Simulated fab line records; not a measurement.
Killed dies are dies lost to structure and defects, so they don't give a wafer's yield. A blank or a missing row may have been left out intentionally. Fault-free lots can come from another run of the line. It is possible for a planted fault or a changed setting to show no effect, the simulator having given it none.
fab line records    flow sky130
[record] lots = 6  wafers = 18  last_day = 50
route steps=708 shown NWELL@61 PWDE@84 VT_ADJUST_HVTP@85 VT_ADJUST_LVTN@97 PAD_OPEN@708
lots untouched by any fault: they come from a run of this same line in which no faults occurred
start_h: start of the lot's first displayed wafer, in hours after the record's first day    wait_h: hours since the lot's step before    " identical to the entry in the row above    L1.1+2: a row that stands for several wafers    - either no value or no given start    * or withheld: withheld    < > ~ a bound
route shown NAME@n: names a module that has steps shown in the file, with the first one's number in the route    usual: the fault-free wafers' mean and standard deviation    same: alike in all rows    chamber/n: place in a boat    sites: the reading at each site    _std_site: their standard deviation    _edge_site: inner sites' mean taken away from outer sites' mean    radius_mm: for every site, how far away it sits from the centre of the wafer    mask NAME#n: copy n    behind: the most recent tool/chamber to have shaped the wafer    hold: cause of the lot's hold/its duration in hours/its outcome    device: transistor that didn't switch, given as n, p or np    end of line: tests of these same wafers at the route's end    a step without rows: its recipe alone    killed: not the wafer's yield, but the dies lost to structure and defects at the first sort    map: shows each die of a wafer: x if killed, . if not, _ if none is there
set.NAME: the setting as run; set.NAME@STEP: as run at that earlier step    model.NAME: the simulator's own value behind a step, which no gauge read
lots seen at some steps along the route; tables by step, rows by wafer
services: from which hour (start_h, from the record's first day; less than 0 if before it) a tool's chamber was out of use, for how many hours, and why
[[steps]]
[step SKY_NWELL_PEB_08]
[recipe] temp_c = 115  time_s = withheld
[step SKY_NWELL_DEVELOP_09]
[recipe] wall_angle_deg = 90  developer = TMAH  develop_time_s = 60  dev_temp_c = 23
[step SKY_NWELL_OVL_MEAS_10]
[usual] NWELL_00_OVL = 0.7/1.4
lot.wafer  tool        chamber  start_h  wait_h  NWELL_00_OVL[nm]
L763.1     overlay-01  -        87.61    -       0.6
L763.4     "           -        "        "       0.0
L763.6     "           -        "        "       -1.2
L773.3     overlay-01  -        146.87   -       0.8
L773.5     "           -        "        "       1.4
L773.6     "           -        "        "       0.8
L774.3     overlay-01  -        156.18   -       -0.2
L774.4     "           -        "        "       1.1
L774.5     "           -        "        "       0.1
L779.1     overlay-02  -        179.07   -       -0.7
L779.2     "           -        "        "       -0.3
L779.3     "           -        "        "       -1.4
L782.1     overlay-02  -        198.28   -       3.3
L782.2     "           -        "        "       3.8
L782.3     "           -        "        "       2.7
L784.2     overlay-02  -        206.41   -       0.7
L784.4     "           -        "        "       2.5
L784.5     "           -        "        "       1.3
[step SKY_NWELL_IMPLANT_11]
[recipe] species = P  energy_kev = 400  dose_cm2 = 1.9e+13  tilt_deg = withheld
[step SKY_NWELL_IMPLANT_12]
[recipe] species = P  energy_kev = 120  dose_cm2 = 1.3e+12  tilt_deg = withheld
[step SKY_NWELL_IMPLANT_13]
[recipe] species = P  energy_kev = 50  dose_cm2 = 7e+11  tilt_deg = withheld
[step SKY_NWELL_STRIP_14]
[recipe] chemistry = O2/N2  power_w = 1400  pressure_mtorr = 1500  platen_temp_c = withheld  o2_flow_sccm = 3000  n2_flow_sccm = 300  overash_fraction = 0.5
[usual] drypump_motor_current_A = 5.3/0.5  oes_product_au = 0.723/0.0042  strip_time_to_endpoint_s = 36.88/0.09
lot.wafer  tool             chamber  start_h  wait_h  drypump_motor_current_A  oes_product_au  rf_hours_counter_h  strip_time_to_endpoint_s
L763.1     plasma_asher-02  1        88.09    0.1     5.0                      0.713           29                  37.01
L763.4     "                0        "        "       4.8                      0.713           -                   37.00
L763.6     "                1        "        "       5.0                      0.722           -                   36.92
L773.3     plasma_asher-02  0        147.38   0.1     4.8                      0.719           -                   36.85
L773.5     "                0        "        "       4.8                      0.720           -                   36.84
L773.6     "                1        "        "       5.0                      0.725           -                   36.79
L774.3     plasma_asher-01  0        156.69   0.1     6.3                      0.722           -                   36.86
L774.4     "                1        "        "       6.0                      0.726           -                   36.87
L774.5     "                1        "        "       6.0                      0.724           -                   36.98
L779.1     plasma_asher-01  1        179.55   0.1     6.1                      0.717           51                  36.73
L779.2     "                0        "        "       6.2                      0.721           51                  36.75
L779.3     "                0        "        "       6.2                      0.717           -                   36.76
L782.1     plasma_asher-03  1        198.77   0.1     5.3                      0.723           49                  36.87
L782.2     "                0        "        "       5.2                      0.722           49                  36.96
L782.3     "                0        "        "       5.2                      0.722           -                   36.97
L784.2     plasma_asher-02  1        206.89   0.1     5.0                      0.723           41                  36.94
L784.4     "                1        "        "       5.0                      0.713           -                   36.78
L784.5     "                0        "        "       4.8                      0.721           -                   36.87
[step SKY_NWELL_TW_MEAS_15]
[usual] NWELL_TW = 1823/15
lot.wafer  tool           chamber  start_h  wait_h  NWELL_TW
L763.1     film_metro-04  -        88.19    0.1     1822
L763.4     "              -        "        "       1818
L763.6     "              -        "        "       1843
L773.3     film_metro-02  -        147.46   0.1     1799
L773.5     "              -        "        "       1789
L773.6     "              -        "        "       1791
L774.3     film_metro-04  -        156.77   0.1     1822
L774.4     "              -        "        "       1820
L774.5     "              -        "        "       1819
L779.1     film_metro-04  -        179.65   0.1     1819
L779.2     "              -        "        "       1825
L779.3     "              -        "        "       1830
L782.1     film_metro-04  -        198.87   0.1     1811
L782.2     "              -        "        "       1815
L782.3     "              -        "        "       1816
L784.2     film_metro-03  -        207.00   0.1     1826
L784.4     "              -        "        "       1828
L784.5     "              -        "        "       1824
[step SKY_NWELL_DEHYDRATE_16]
[recipe] temp_c = 200  time_s = 60
[step SKY_NWELL_HMDS_17]
[recipe] prime_time_s = 60  prime_temp_c = 120
[step SKY_NWELL_COAT_18]
[recipe] spin_rpm = 2000  resist_thk_nm = 3000
[step SKY_NWELL_SOFTBAKE_19]
[recipe] temp_c = 110  time_s = withheld
[step SKY_NWELL_EXPOSE_20]
[recipe] mask_id = NWM_COMPLEMENT  na = 0.6  source_shape = conventional  sigma_outer = 0.6  polarization = unpolarized  target_cd_nm = 840  dose_mj = 260
lot.wafer   tool              chamber  start_h  wait_h  mask
L763.1+4+6  iline_stepper-02  0        97.34    -       NWM_COMPLEMENT#0
L773.3+5+6  iline_stepper-01  0        157.33   -       NWM_COMPLEMENT#0
L774.3+4+5  iline_stepper-02  0        166.78   -       NWM_COMPLEMENT#0
L779.1+2+3  iline_stepper-02  0        190.08   -       NWM_COMPLEMENT#0
L782.1+2+3  iline_stepper-01  0        209.91   -       NWM_COMPLEMENT#0
L784.2+4+5  iline_stepper-01  0        218.15   -       NWM_COMPLEMENT#0
[step SKY_NWELL_PEB_21]
[recipe] temp_c = 115  time_s = withheld
[step SKY_NWELL_DEVELOP_22]
[recipe] wall_angle_deg = 90  developer = TMAH  develop_time_s = 60  dev_temp_c = 23
[step SKY_NWELL_OVL_MEAS_23]
[usual] NWELL_01_OVL = -0.2/1.5
lot.wafer  tool        chamber  start_h  wait_h  NWELL_01_OVL[nm]
L763.1     overlay-01  -        105.27   -       -2.3
L763.4     "           -        "        "       -2.0
L763.6     "           -        "        "       -1.9
L773.3     overlay-02  -        166.98   -       1.2
L773.5     "           -        "        "       0.9
L773.6     "           -        "        "       2.7
L774.3     overlay-02  -        176.49   -       1.0
L774.4     "           -        "        "       2.2
L774.5     "           -        "        "       0.0
L779.1     overlay-02  -        200.21   -       -1.0
L779.2     "           -        "        "       -1.1
L779.3     "           -        "        "       -1.0
L782.1     overlay-02  -        220.72   -       -0.6
L782.2     "           -        "        "       0.1
L782.3     "           -        "        "       -0.3
L784.2     overlay-01  -        228.71   -       -2.1
L784.4     "           -        "        "       -2.3
L784.5     "           -        "        "       -2.8
[step SKY_NWELL_IMPLANT_24]
[recipe] species = B  energy_kev = 140  dose_cm2 = 9.2e+12  tilt_deg = withheld
[step SKY_NWELL_STRIP_25]
[recipe] chemistry = O2/N2  power_w = 1400  pressure_mtorr = 1500  platen_temp_c = withheld  o2_flow_sccm = 3000  n2_flow_sccm = 300  overash_fraction = 0.5
[usual] drypump_motor_current_A = 5.5/0.56  oes_product_au = 0.722/0.0051  strip_time_to_endpoint_s = 36.91/0.093
lot.wafer  tool             chamber  start_h  wait_h  drypump_motor_current_A  oes_product_au  rf_hours_counter_h  strip_time_to_endpoint_s
L763.1     plasma_asher-01  0        105.45   0.1     6.2                      0.720           43                  36.99
L763.4     "                1        "        "       6.0                      0.718           -                   36.97
L763.6     "                0        "        "       6.2                      0.725           -                   37.01
L773.3     plasma_asher-02  1        167.19   0.1     5.0                      0.730           -                   37.04
L773.5     "                0        "        "       4.8                      0.719           -                   37.04
L773.6     "                1        "        "       5.0                      0.718           -                   36.88
L774.3     plasma_asher-01  1        176.70   0.1     6.0                      0.725           -                   36.94
L774.4     "                0        "        "       6.2                      0.723           -                   36.86
L774.5     "                0        "        "       6.2                      0.725           -                   37.05
L779.1     plasma_asher-01  1        200.39   0.1     6.1                      0.721           53                  37.09
L779.2     "                0        "        "       6.2                      0.719           53                  36.94
L779.3     "                0        "        "       6.2                      0.722           -                   36.97
L782.1     plasma_asher-02  1        220.90   0.1     5.0                      0.724           42                  36.72
L782.2     "                0        "        "       4.8                      0.735           42                  36.74
L782.3     "                0        "        "       4.8                      0.717           -                   36.76
L784.2     plasma_asher-02  0        228.89   0.1     4.8                      0.716           43                  36.92
L784.4     "                0        "        "       4.8                      0.729           -                   36.87
L784.5     "                1        "        "       5.0                      0.721           -                   36.91
[step SKY_NWELL_TW_MEAS_26]
[usual] NWELL_2_TW = 495/4.5
lot.wafer  tool           chamber  start_h  wait_h  NWELL_2_TW
L763.1     film_metro-04  -        105.55   0.1     495
L763.4     "              -        "        "       498
L763.6     "              -        "        "       495
L773.3     film_metro-04  -        167.27   0.1     498
L773.5     "              -        "        "       498
L773.6     "              -        "        "       495
L774.3     film_metro-02  -        176.79   0.1     487
L774.4     "              -        "        "       490
L774.5     "              -        "        "       490
L779.1     film_metro-04  -        200.49   0.1     495
L779.2     "              -        "        "       495
L779.3     "              -        "        "       492
L782.1     film_metro-03  -        221.00   0.1     500
L782.2     "              -        "        "       504
L782.3     "              -        "        "       504
L784.2     film_metro-02  -        229.00   0.1     495
L784.4     "              -        "        "       494
L784.5     "              -        "        "       492
[step SKY_NWELL_CLEAN_27]
[recipe] chemistry = SC1/SC2  mix = 1:4:20  temp_c = 70  time_s = 150  dry = n2_spin
[step SKY_NWELL_RTA_28]
[recipe] temp_c = 1050  time_s = 30  idle_temp_c = 650  ramp_up_c_per_s = 150  ramp_down_c_per_s = 90  ambient = N2
[usual] lamp_power_pct = 25.31/0.054  wafer_temp_C_max = 1054.8/0.94
[same] time_s = 30
lot.wafer  tool           chamber  start_h  wait_h  lamp_power_pct  wafer_temp_C_max
L763.1     rtp_anneal-01  0        105.66   0.0     25.33           1054.0
L763.4     "              0        "        "       25.36           1055.2
L763.6     "              0        "        "       25.24           1054.8
L773.3     rtp_anneal-02  0        167.40   0.0     25.28           1055.5
L773.5     "              0        "        "       25.50           1054.2
L773.6     "              0        "        "       25.30           1053.7
L774.3     rtp_anneal-01  0        176.91   0.0     25.37           1053.6
L774.4     "              0        "        "       25.35           1054.6
L774.5     "              0        "        "       25.34           1056.3
L779.1     rtp_anneal-01  0        200.65   0.0     25.29           1053.8
L779.2     "              0        "        "       25.31           1056.3
L779.3     "              0        "        "       25.29           1054.9
L782.1     rtp_anneal-02  0        221.11   0.0     25.33           1058.3
L782.2     "              0        "        "       25.25           1054.5
L782.3     "              0        "        "       25.32           1054.4
L784.2     rtp_anneal-02  0        229.12   0.0     25.33           1056.0
L784.4     "              0        "        "       25.32           1055.1
L784.5     "              0        "        "       25.44           1056.4
[step SKY_NWELL_RS_MEAS_29]
[recipe] thk_meas_gauge = four-point-probe
[usual] NWELL_RS = 624.4/1.7
lot.wafer  tool           chamber  start_h  wait_h  NWELL_RS[ohm/sq]
L763.1     film_metro-02  -        105.76   0.1     625.7
L763.4     "              -        "        "       626.0
L763.6     "              -        "        "       626.3
L773.3     film_metro-03  -        167.50   0.1     624.0
L773.5     "              -        "        "       622.9
L773.6     "              -        "        "       623.1
L774.3     film_metro-04  -        177.02   0.1     624.2
L774.4     "              -        "        "       625.0
L774.5     "              -        "        "       625.5
L779.1     film_metro-03  -        200.75   0.1     623.5
L779.2     "              -        "        "       625.5
L779.3     "              -        "        "       623.6
L782.1     film_metro-02  -        221.21   0.1     625.2
L782.2     "              -        "        "       627.0
L782.3     "              -        "        "       626.2
L784.2     film_metro-03  -        229.22   0.1     626.1
L784.4     "              -        "        "       626.8
L784.5     "              -        "        "       625.2
[step SKY_NWELL_RS_MEAS_31]
[recipe] thk_meas_gauge = four-point-probe
[usual] PWDE_RS = 5277/17
lot.wafer  tool           chamber  start_h  wait_h  PWDE_RS[ohm/sq]
L763.1     film_metro-02  -        106.00   0.1     5255
L763.4     "              -        "        "       5266
L763.6     "              -        "        "       5268
L773.3     film_metro-03  -        167.74   0.1     5285
L773.5     "              -        "        "       5283
L773.6     "              -        "        "       5261
L774.3     film_metro-04  -        177.26   0.1     5281
L774.4     "              -        "        "       5289
L774.5     "              -        "        "       5280
L779.1     film_metro-03  -        200.99   0.1     5251
L779.2     "              -        "        "       5246
L779.3     "              -        "        "       5255
L782.1     film_metro-02  -        221.45   0.1     5311
L782.2     "              -        "        "       5298
L782.3     "              -        "        "       5304
L784.2     film_metro-03  -        229.46   0.1     5287
L784.4     "              -        "        "       5287
L784.5     "              -        "        "       5274
[step SKY_VT_ADJUST_HVTP_DEHYDRATE_00]
[recipe] temp_c = 200  time_s = 60
[step SKY_VT_ADJUST_HVTP_HMDS_01]
[recipe] prime_time_s = 62.68  prime_temp_c = 120
[step SKY_VT_ADJUST_HVTP_COAT_02]
[recipe] resist = NOVOLAK  spin_rpm = 3000  resist_thk_nm = 1140
[step SKY_VT_ADJUST_HVTP_SOFTBAKE_03]
[recipe] temp_c = 90  time_s = 60  resist = NOVOLAK
[step SKY_VT_ADJUST_HVTP_EXPOSE_04]
[recipe] mask_id = HVTPM  na = 0.6  source_shape = conventional  sigma_outer = 0.6  polarization = unpolarized  target_cd_nm = 380  dose_mj = 140
[step SKY_VT_ADJUST_HVTP_PEB_05]
[recipe] temp_c = withheld  time_s = *  resist = NOVOLAK
[step SKY_VT_ADJUST_HVTP_DEVELOP_06]
[recipe] resist = NOVOLAK  developer = TMAH  develop_time_s = 60  dev_temp_c = 23
[step SKY_VT_ADJUST_HVTP_CD_MEAS_07]
[recipe] target_cd_nm = 380
[usual] cd_nm = 380.1/2.6
lot.wafer  tool       chamber  start_h  wait_h  cd_nm
L763.1     cd_sem-01  -        124.07   0.1     381.3
L763.4     "          -        "        "       380.3
L763.6     "          -        "        "       380.6
L773.3     cd_sem-01  -        188.87   0.1     382.0
L773.5     "          -        "        "       380.3
L773.6     "          -        "        "       381.6
L774.3     cd_sem-02  -        197.86   0.1     376.2
L774.4     "          -        "        "       376.0
L774.5     "          -        "        "       376.3
L779.1     cd_sem-02  -        223.42   0.1     380.8
L779.2     "          -        "        "       384.8
L779.3     "          -        "        "       382.3
L782.1     cd_sem-01  -        244.48   0.1     379.1
L782.2     "          -        "        "       382.2
L782.3     "          -        "        "       382.2
L784.2     cd_sem-01  -        252.49   0.1     377.7
L784.4     "          -        "        "       377.0
L784.5     "          -        "        "       378.1
[step SKY_VT_ADJUST_HVTP_OVL_MEAS_08]
[usual] VT_ADJUST_HVTP_OVL = 0.1/1.3
lot.wafer  tool        chamber  start_h  wait_h  VT_ADJUST_HVTP_OVL[nm]
L763.1     overlay-02  -        124.19   0.1     1.4
L763.4     "           -        "        "       0.4
L763.6     "           -        "        "       1.2
L773.3     overlay-01  -        188.96   0.1     2.3
L773.5     "           -        "        "       2.5
L773.6     "           -        "        "       0.7
L774.3     overlay-01  -        197.95   0.1     -0.3
L774.4     "           -        "        "       1.7
L774.5     "           -        "        "       0.4
L779.1     overlay-01  -        223.54   0.1     1.1
L779.2     "           -        "        "       0.7
L779.3     "           -        "        "       0.6
L782.1     overlay-01  -        244.60   0.1     -2.6
L782.2     "           -        "        "       -1.3
L782.3     "           -        "        "       -2.5
L784.2     overlay-02  -        252.59   0.1     0.8
L784.4     "           -        "        "       0.9
L784.5     "           -        "        "       2.0
[step SKY_VT_ADJUST_HVTP_IMPLANT_09]
[recipe] species = As  energy_kev = 150  dose_cm2 = 4.3e+12  tilt_deg = withheld
[step SKY_VT_ADJUST_HVTP_STRIP_10]
[recipe] chemistry = O2/N2  power_w = 1400  pressure_mtorr = 1500  platen_temp_c = withheld  o2_flow_sccm = 3000  n2_flow_sccm = 300  overash_fraction = 0.5
[usual] drypump_motor_current_A = 5.4/0.55  oes_product_au = 0.716/0.0047  strip_time_to_endpoint_s = 14.16/0.035
lot.wafer  tool             chamber  start_h  wait_h  drypump_motor_current_A  oes_product_au  rf_hours_counter_h  strip_time_to_endpoint_s
L763.1     plasma_asher-01  0        124.38   0.1     6.2                      0.720           45                  14.16
L763.4     "                0        "        "       6.2                      0.720           -                   14.20
L763.6     "                0        "        "       6.2                      0.726           -                   14.20
L773.3     plasma_asher-02  0        189.17   0.1     4.8                      0.718           -                   14.15
L773.5     "                1        "        "       5.0                      0.722           -                   14.15
L773.6     "                0        "        "       4.8                      0.722           -                   14.16
L774.3     plasma_asher-01  1        198.16   0.1     6.1                      0.720           -                   14.17
L774.4     "                0        "        "       6.2                      0.714           -                   14.15
L774.5     "                0        "        "       6.2                      0.718           -                   14.14
L779.1     plasma_asher-02  0        223.72   0.1     4.8                      0.716           43                  14.18
L779.2     "                1        "        "       5.0                      0.722           43                  14.16
L779.3     "                0        "        "       4.8                      0.711           -                   14.18
L782.1     plasma_asher-04  1        244.79   0.1     5.0                      0.715           12                  14.12
L782.2     "                0        "        "       5.5                      0.719           12                  14.13
L782.3     "                1        "        "       5.0                      0.721           -                   14.13
L784.2     plasma_asher-01  0        252.77   0.1     6.2                      0.720           58                  14.19
L784.4     "                0        "        "       6.2                      0.711           -                   14.16
L784.5     "                0        "        "       6.2                      0.714           -                   14.13
[step SKY_VT_ADJUST_HVTP_TW_MEAS_11]
[usual] VT_ADJUST_HVTP_TW = 1364/10
lot.wafer  tool           chamber  start_h  wait_h  VT_ADJUST_HVTP_TW
L763.1     film_metro-01  -        124.48   0.1     1377
L763.4     "              -        "        "       1384
L763.6     "              -        "        "       1376
L773.3     film_metro-04  -        189.26   0.1     1358
L773.5     "              -        "        "       1364
L773.6     "              -        "        "       1358
L774.3     film_metro-03  -        198.25   0.1     1363
L774.4     "              -        "        "       1358
L774.5     "              -        "        "       1366
L779.1     film_metro-03  -        223.82   0.1     1371
L779.2     "              -        "        "       1370
L779.3     "              -        "        "       1370
L782.1     film_metro-01  -        244.89   0.1     1372
L782.2     "              -        "        "       1365
L782.3     "              -        "        "       1368
L784.2     film_metro-04  -        252.88   0.1     1353
L784.4     "              -        "        "       1357
L784.5     "              -        "        "       1359
[step SKY_VT_ADJUST_LVTN_DEHYDRATE_00]
[recipe] temp_c = 200  time_s = 60
[step SKY_VT_ADJUST_LVTN_HMDS_01]
[recipe] prime_time_s = 60  prime_temp_c = 120
[step SKY_VT_ADJUST_LVTN_COAT_02]
[recipe] spin_rpm = 2000  resist_thk_nm = 3000
[step SKY_VT_ADJUST_LVTN_SOFTBAKE_03]
[recipe] temp_c = 110  time_s = withheld
[step SKY_VT_ADJUST_LVTN_EXPOSE_04]
[recipe] mask_id = NWM_COMPLEMENT_LESS_NATIVE  na = 0.6  source_shape = conventional  sigma_outer = 0.6  polarization = unpolarized  target_cd_nm = 840  dose_mj = 194
[step SKY_VT_ADJUST_LVTN_PEB_05]
[recipe] temp_c = 115  time_s = withheld
[step SKY_PAD_OPEN_PROBE_99]
[usual] killed_at_M0_to_M3 = 43/7.1  killed_at_M4_up = 3/1.7  killed_at_contacts = 25/5.6  killed_at_front_end = 16/4.1  killed_at_other = 0.2/0.49  killed_dies = 87/9.8  killed_open = 47/7.6  killed_short = 40/6.1
[same] gross_dies = 492  killed_at_back_side = 0
lot.wafer  tool       chamber  start_h  wait_h  killed_at_M0_to_M3  killed_at_M4_up  killed_at_contacts  killed_at_front_end  killed_at_other  killed_dies  killed_open  killed_short  model.etest.nfet_16v.r_on_ohm_um  model.etest.res_iso_pwell.width_nm  model.etest.res_nwell.width_nm  model.etest.pfet_16v.drive_ua_um
L763.1     prober-01  -        1085.42  0.1     51                  6                23                  17                   1                98           57           41            1.37e+04                          2665                                836.5                           246.8
L763.4     prober-01  -        1085.57  0.2     40                  3                40                  19                   1                103          64           39            1.398e+04                         2662                                832                             244.1
L763.6     prober-01  -        1085.67  0.2     40                  6                28                  21                   1                96           54           42            1.398e+04                         2641                                831                             243.2
L773.3     prober-01  -        1138.74  0.2     46                  2                28                  22                   1                99           58           41            1.412e+04                         2653                                827.5                           245.7
L773.5     prober-01  -        1138.84  0.2     44                  4                26                  13                   0                87           50           37            1.404e+04                         2661                                829.9                           245.9
L773.6     prober-01  -        1138.89  0.2     45                  6                24                  14                   0                89           60           29            1.407e+04                         2653                                828.8                           246.6
L774.3     prober-02  -        1146.78  0.2     42                  3                24                  16                   0                85           46           39            1.434e+04                         2643                                841.1                           248.9
L774.4     prober-02  -        1146.83  0.2     42                  3                19                  12                   0                76           42           34            1.437e+04                         2644                                841.7                           247.8
L774.5     prober-02  -        1146.88  0.2     49                  2                21                  17                   0                89           43           46            1.443e+04                         2646                                834.4                           246.1
L779.1     prober-02  -        1167.54  0.1     45                  0                31                  13                   0                89           54           35            1.362e+04                         2652                                838.9                           238.8
L779.2     prober-02  -        1167.59  0.1     34                  4                25                  15                   1                79           45           34            1.379e+04                         2657                                833                             237.2
L779.3     prober-02  -        1167.64  0.2     44                  0                24                  13                   0                81           37           44            1.396e+04                         2677                                834                             235.1
L782.1     prober-01  -        1185.24  0.1     37                  4                18                  11                   1                71           44           27            1.442e+04                         2709                                806.7                           252.6
L782.2     prober-01  -        1185.29  0.1     50                  4                26                  16                   0                96           55           41            1.434e+04                         2719                                805.1                           254.6
L782.3     prober-01  -        1185.34  0.2     36                  3                22                  14                   0                75           46           29            1.415e+04                         2683                                814.6                           250.9
L784.2     prober-01  -        1190.27  0.1     39                  1                32                  16                   0                88           51           37            1.428e+04                         2708                                807.4                           252.2
L784.4     prober-01  -        1190.37  0.2     49                  2                21                  20                   0                92           52           40            1.421e+04                         2671                                821.2                           244.5
L784.5     prober-01  -        1190.42  0.2     38                  2                29                  8                    1                78           44           34            1.432e+04                         2718                                809.6                           248.4
// killed by level:class
L763.1 CONTACT:geometric_particle:open=12 VIA3:geometric_particle:open=11 METAL2:geometric_particle:short=8 VIA1:geometric_particle:open=7 VIA1:geometric_particle:short=6 FIELD_ISO:geometric_particle:open=5 VIA2:geometric_particle:open=5 METAL4:geometric_particle:short=5
L763.4 CONTACT:geometric_particle:open=14 LI_CONTACT:geometric_particle:open=12 VIA1:geometric_particle:open=8 VIA3:geometric_particle:open=7 LOCAL_INTERCONNECT:geometric_particle:short=7 METAL2:geometric_particle:short=7 VIA2:geometric_particle:open=7 POLY_GATE:geometric_particle:open=6
L763.6 LI_CONTACT:geometric_particle:open=13 VIA1:geometric_particle:open=11 POLY_GATE:geometric_particle:open=8 POLY_GATE:geometric_particle:short=5 VIA1:geometric_particle:short=5 VIA2:geometric_particle:open=5 FIELD_ISO:geometric_particle:open=4 LOCAL_INTERCONNECT:geometric_particle:short=4
L773.3 VIA1:geometric_particle:open=10 CONTACT:geometric_particle:short=9 FIELD_ISO:geometric_particle:open=8 VIA2:geometric_particle:open=8 CONTACT:geometric_particle:open=7 LI_CONTACT:geometric_particle:open=7 METAL1:geometric_particle:short=7 VIA3:geometric_particle:open=6
L773.5 CONTACT:geometric_particle:open=12 VIA1:geometric_particle:open=9 FIELD_ISO:geometric_particle:open=7 VIA3:geometric_particle:open=7 VIA1:geometric_particle:short=6 VIA2:geometric_particle:open=6 METAL2:geometric_particle:short=5 FIELD_ISO:geometric_particle:short=4
L773.6 VIA1:geometric_particle:open=18 LI_CONTACT:geometric_particle:open=9 VIA3:geometric_particle:open=8 CONTACT:geometric_particle:open=7 FIELD_ISO:geometric_particle:short=4 LOCAL_INTERCONNECT:geometric_particle:short=4 VIA2:geometric_particle:open=4 CONTACT:geometric_particle:short=3
L774.3 CONTACT:geometric_particle:open=12 VIA1:geometric_particle:open=11 VIA2:geometric_particle:open=7 POLY_GATE:geometric_particle:short=6 VIA1:geometric_particle:short=6 METAL1:geometric_particle:short=5 FIELD_ISO:geometric_particle:short=4 LI_CONTACT:geometric_particle:open=4
L774.4 VIA1:geometric_particle:open=11 METAL1:geometric_particle:short=8 LI_CONTACT:geometric_particle:open=6 VIA2:geometric_particle:open=6 VIA3:geometric_particle:open=6 POLY_GATE:geometric_particle:short=5 CONTACT:geometric_particle:open=5 CONTACT:geometric_particle:short=4
L774.5 VIA1:geometric_particle:open=13 METAL2:geometric_particle:short=8 CONTACT:geometric_particle:open=7 VIA3:geometric_particle:open=6 METAL3:geometric_particle:short=6 VIA2:geometric_particle:open=6 FIELD_ISO:geometric_particle:short=5 POLY_GATE:geometric_particle:open=4
L779.1 CONTACT:geometric_particle:open=15 VIA1:geometric_particle:open=12 VIA2:geometric_particle:open=10 LI_CONTACT:geometric_particle:open=8 POLY_GATE:geometric_particle:short=6 VIA3:geometric_particle:short=5 LI_CONTACT:geometric_particle:short=4 VIA3:geometric_particle:open=4
L779.2 CONTACT:geometric_particle:open=12 FIELD_ISO:geometric_particle:short=7 LI_CONTACT:geometric_particle:open=7 VIA3:geometric_particle:open=7 VIA2:geometric_particle:open=5 METAL1:geometric_particle:short=5 VIA1:geometric_particle:open=5 FIELD_ISO:geometric_particle:open=4
L779.3 VIA1:geometric_particle:open=11 LI_CONTACT:geometric_particle:open=10 VIA3:geometric_particle:open=6 FIELD_ISO:geometric_particle:short=5 CONTACT:geometric_particle:short=5 METAL1:geometric_particle:short=5 VIA1:geometric_particle:short=5 VIA2:geometric_particle:short=5
L782.1 CONTACT:geometric_particle:open=8 VIA1:geometric_particle:open=8 LI_CONTACT:geometric_particle:open=6 VIA2:geometric_particle:open=6 METAL1:geometric_particle:short=5 FIELD_ISO:geometric_particle:open=4 VIA1:geometric_particle:short=4 FIELD_ISO:geometric_particle:short=3
L782.2 VIA1:geometric_particle:open=18 CONTACT:geometric_particle:open=8 LI_CONTACT:geometric_particle:open=7 METAL2:geometric_particle:short=7 VIA3:geometric_particle:open=7 METAL1:geometric_particle:short=5 FIELD_ISO:geometric_particle:open=4 POLY_GATE:geometric_particle:short=4
L782.3 VIA1:geometric_particle:open=10 CONTACT:geometric_particle:open=9 LI_CONTACT:geometric_particle:open=6 VIA2:geometric_particle:open=5 FIELD_ISO:geometric_particle:short=4 CONTACT:geometric_particle:short=4 VIA3:geometric_particle:open=4 METAL1:geometric_particle:short=3
L784.2 LI_CONTACT:geometric_particle:open=10 CONTACT:geometric_particle:open=9 VIA1:geometric_particle:open=9 FIELD_ISO:geometric_particle:short=6 CONTACT:geometric_particle:short=5 METAL1:geometric_particle:short=5 FIELD_ISO:geometric_particle:open=4 LOCAL_INTERCONNECT:geometric_particle:short=4
L784.4 CONTACT:geometric_particle:open=10 VIA1:geometric_particle:short=9 VIA3:geometric_particle:open=9 VIA1:geometric_particle:open=8 METAL1:geometric_particle:short=7 FIELD_ISO:geometric_particle:open=6 CONTACT:geometric_particle:short=6 FIELD_ISO:geometric_particle:short=4
L784.5 CONTACT:geometric_particle:open=13 VIA1:geometric_particle:open=9 LI_CONTACT:geometric_particle:open=7 VIA1:geometric_particle:short=6 VIA2:geometric_particle:open=6 VIA3:geometric_particle:open=6 CONTACT:geometric_particle:short=5 FIELD_ISO:geometric_particle:short=4
[[services]]
tool              chamber  start_h  hours  kind
iline_stepper-01  -        106.79   1.7    pm
plasma_asher-04   -        108.75   9.0    pm
plasma_asher-04   0        108.75   9.0    vent_cycle
plasma_asher-04   1        108.75   9.0    vent_cycle
plasma_asher-04   0        117.75   -      clean
plasma_asher-04   1        117.75   -      clean
plasma_asher-03   -        161.87   0.6    repair
plasma_asher-02   -        164.24   0.3    repair
plasma_asher-01   -        182.47   1.2    repair
iline_stepper-02  -        208.15   4.4    pm
iline_stepper-01  -        212.60   4.3    pm
plasma_asher-04   -        218.97   2.8    pm
iline_stepper-02  -        251.56   1.7    pm
[[key]]
first_sign none at tools or gauges
[model_effect] step = SKY_PAD_OPEN_PROBE_99  value = etest.nfet_16v.r_on_ohm_um  without = 1.406e+04  struck = 1.429e+04
met_at SKY_NWELL_EXPOSE_20
struck_wafers L782.1,L782.2,L782.3,L784.2,L784.4,L784.5
tester_left_out L782,L784
onset_between 157.33 209.91
also_fits time
[fault] kind = process_parameter_drift  tool = iline_stepper-01  chamber = -  onset_h = 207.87  steps = SKY_NWELL_EXPOSE_20  channel = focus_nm  offset = 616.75  spread_by_wafer = 0.3  shape = step  end_h = 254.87
// tester_left_out: of these lots the tester's yield and bins aren't shown, on N5 and GAA mostly nor the transistor test; their killed dies are dies lost to structure and defects alone, not to doping, threshold or leakage, so they don't give the yield
